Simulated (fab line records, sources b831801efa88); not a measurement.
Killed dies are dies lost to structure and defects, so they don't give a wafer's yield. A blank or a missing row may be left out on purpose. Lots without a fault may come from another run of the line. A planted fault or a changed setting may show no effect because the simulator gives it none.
One fault seen from 2 desks | flow sky130 | each desk has only its own numbers; what lay behind them comes last

THE TOOL OWNER'S DESK: litho_track-03
The tool's own readings at SKY_CAP2M_SOFTBAKE_08 (time 60 s): means of the sampled wafers that have a number, for each lot that ran on this tool. A lot is out of limits, marked OUT, if its mean lies more than 4 standard deviations from the usual mean; the brackets give that distance.
Columns: A = heater_power_total_W at SKY_CAP2M_SOFTBAKE_08, usual 56.59 W; B = plate_temp_C at SKY_CAP2M_SOFTBAKE_08, usual 90.00 C
lot  | first seen here | A               | B
L954 | day 44 13:07    | 57.47 (+18) OUT | 90.95 (+7.9) OUT
L957 | day 44 16:34    | 57.41 (+16) OUT | 90.79 (+6.6) OUT
L958 | day 44 17:10    | 57.47 (+18) OUT | 90.97 (+8.1) OUT
This desk's finding: out of limits on L954, L957, L958; first on L954, day 44 13:07 (heater_power_total_W at SKY_CAP2M_SOFTBAKE_08). In limits: none.

THE METROLOGY DESK
What the gauges read, lot by lot, whatever tool the lot ran on: means of the sampled wafers that have a number. A lot is out of limits, marked OUT, if its mean lies more than 4 standard deviations from the usual mean; the brackets give that distance.
Columns: A = CAP2M_TIN_RS at SKY_CAP2M_RS_MEAS_03, usual 6.87 ohm/sq
lot  | first seen here | A
L950 | day 39 12:10    | 6.94
L954 | day 44 02:43    | 6.81
L959 | day 44 05:01    | 6.92
L957 | day 44 06:05    | 6.82
L958 | day 44 06:49    | 6.79
L962 | day 44 07:39    | 6.86
L963 | day 44 11:31    | 6.85
L967 | day 44 12:48    | 6.90
L965 | day 44 13:07    | 6.76
L969 | day 44 21:02    | 7.00
L971 | day 45 00:21    | 6.83
L973 | day 45 22:16    | 6.91
This desk's finding: nothing out of limits on any of the 12 lots.

PUT TOGETHER
The tool owner's desk could have raised an alarm at day 44 13:07, on L954, L957, L958.
The metrology desk saw nothing out of limits.
The metrology desk has L954, L957, L958 on record, within its limits.
Of the lots named, all ran SKY_CAP2M_SOFTBAKE_08 on litho_track-03.

WHAT THE SIMULATOR HAD PUT IN
Process parameter drift: litho_track-03, from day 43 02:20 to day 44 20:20, at SKY_CAP2M_SOFTBAKE_08. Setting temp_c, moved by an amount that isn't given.
Lots struck among those shown: L954, L957, L958.
Hours from the fault's start to each desk's first reading out of limits: the tool owner's desk, 35.
